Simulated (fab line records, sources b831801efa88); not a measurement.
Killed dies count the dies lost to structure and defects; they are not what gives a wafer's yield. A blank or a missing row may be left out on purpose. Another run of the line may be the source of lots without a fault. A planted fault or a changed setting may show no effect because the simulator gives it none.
A single fault, viewed from 2 desks | flow sky130 | only its own numbers are on each desk; what lay behind them is given at the end

## FROM THE METROLOGY DESK
What the gauges read for every lot (on any tool): the sampled wafers with a number, averaged. A lot is out of limits, marked OUT, if its mean lies more than 4 standard deviations from the usual mean; the brackets give that distance.
Columns: A = VIA2_W_RS at SKY_VIA2_RS_MEAS_22, usual 0.270 ohm/sq; B = VIA2_W_THK at SKY_VIA2_THK_MEAS_23, usual 431 nm
lot  | first seen here | A     | B
L740 | day 37 05:53    | 0.271 | 431
L752 | day 41 10:07    | 0.264 | 438
L753 | day 41 12:02    | 0.269 | 441
L755 | day 42 10:36    | 0.273 | 428
L757 | day 42 13:47    | 0.261 | 447
L759 | day 43 06:40    | 0.264 | 445
Result from this desk: across the 6 lots, nothing is out of limits.

## FOR THE TOOL OWNER'S DESK: pvd sputter-04
At SKY_METAL3_SPUTTER_01 (material TiN, target thk 20 nm, time 16.7 s) the tool's own readings: per lot run on this tool, the mean of the sampled wafers that have a number. A lot is out of limits, marked OUT, if its mean lies more than 4 standard deviations from the usual mean; the brackets give that distance.
Columns: A = throttle valve pct at SKY_METAL3_SPUTTER_01, usual 30.1 %
lot  | first seen here | A
L740 | day 37 06:23    | 30.7
L752 | day 41 10:37    | 30.5
L753 | day 41 12:31    | 29.9
Result from this desk: across the 3 lots, nothing is out of limits.

## ALL TOGETHER
From the metrology desk's view, nothing was out of limits.
Nothing out of limits was seen by the tool owner's desk.

## WHAT WAS PUT IN BY THE SIMULATOR
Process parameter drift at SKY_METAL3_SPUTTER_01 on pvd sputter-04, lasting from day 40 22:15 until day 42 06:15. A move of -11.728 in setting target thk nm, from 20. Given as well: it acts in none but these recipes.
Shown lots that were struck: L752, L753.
